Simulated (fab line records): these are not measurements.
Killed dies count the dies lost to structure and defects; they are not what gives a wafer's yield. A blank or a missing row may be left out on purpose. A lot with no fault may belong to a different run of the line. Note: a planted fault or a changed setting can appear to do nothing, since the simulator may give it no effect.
Struck lot and sound lot, side by side    flow sky130    14 steps out of a route of 708
Sound: wafers L706.1, L706.3, L706.4. Wafers L705.2, L705.4, L705.5 were the ones struck. At the end, the cause is stated.
Per side, at each step with rows, come the tool, then ch with its chambers, and then its first start. Under that, the readings that differ: sound wafers    struck wafers    difference of the means    sigmas: that difference in standard deviations of wafers without a fault.
alike: a reading whose means differ by less than 2 such deviations, as well as words and numbers matching on both sides. not compared: withheld readings; readings where some wafer has no value; bounds like >300 that might hide an equal value; numbers whose values overlap and for which the record gives no deviation.
A row with sigmas, a row that says differs or no value, or rows on one side alone: a step with any of these is where the two part. Non-overlapping numbers with no deviation appear without sigmas and do not part them. Lack of a reading on every wafer of one side parts them only where that side has two or more wafers.

SKY_METAL4_STRIP_19: strips in O2/N2.
  sound on plasma_asher-03 ch 0,1, day 48 10:56; struck on plasma_asher-04 ch 1, day 48 09:43
  alike: drypump_motor_current_A, oes_product_au, strip_time_to_endpoint_s
  not compared: rf_hours_counter_h
then, 4 steps without rows for these wafers: SKY_METAL4_STRIP_20 (strips in post etch residue remover, time 1200 s); SKY_METAL4_CLEAN_21 (cleans in IPA, time 180 s); SKY_METAL4_CLEAN_22 (cleans in O3/DIW); SKY_VIA4_HDPCVD_00 (deposits SiO2, target thk 1750 nm, time 291.7 s).
SKY_VIA4_THK_MEAS_01:
  sound on film_metro-02, day 48 11:43; struck on film_metro-03, day 48 10:32
  alike: VIA4_HDPCVD_THK
SKY_VIA4_CMP_02: polishes SiO2.
  sound on cmp-02 ch 0,1,2, day 48 11:46; struck on cmp-01 ch 1,2,3, day 48 10:35
  alike: motor_current_A, platen_rpm
SKY_VIA4_BOW_MEAS_03:
  sound on film_metro-01, day 48 12:04; struck on film_metro-03, day 48 10:54
  alike: VIA4_BOW
then, 4 steps without rows for these wafers: SKY_VIA4_DEHYDRATE_04 (time 60 s); SKY_VIA4_HMDS_05 (prime time 60 s); SKY_VIA4_COAT_06 (resist thk 1140 nm); SKY_VIA4_SOFTBAKE_07 (time 60 s).
SKY_VIA4_EXPOSE_08: exposes mask VIM4, target cd 800 nm.
  struck on iline_stepper-02, day 48 20:29; sound on iline_stepper-01 ch 0, day 48 21:40
  no value came back on the struck wafers for exposure_dose_mJ_cm2, focus_offset_nm (nm); on the sound wafers exposure_dose_mJ_cm2 reads 132.18 131.90 132.03
  alike: mask
next, for these wafers, 1 step has no rows: SKY_VIA4_PEB_09.

## WHERE THEY PART
Within this record, at SKY_VIA4_EXPOSE_08 only.

WHY: what the simulator had put in
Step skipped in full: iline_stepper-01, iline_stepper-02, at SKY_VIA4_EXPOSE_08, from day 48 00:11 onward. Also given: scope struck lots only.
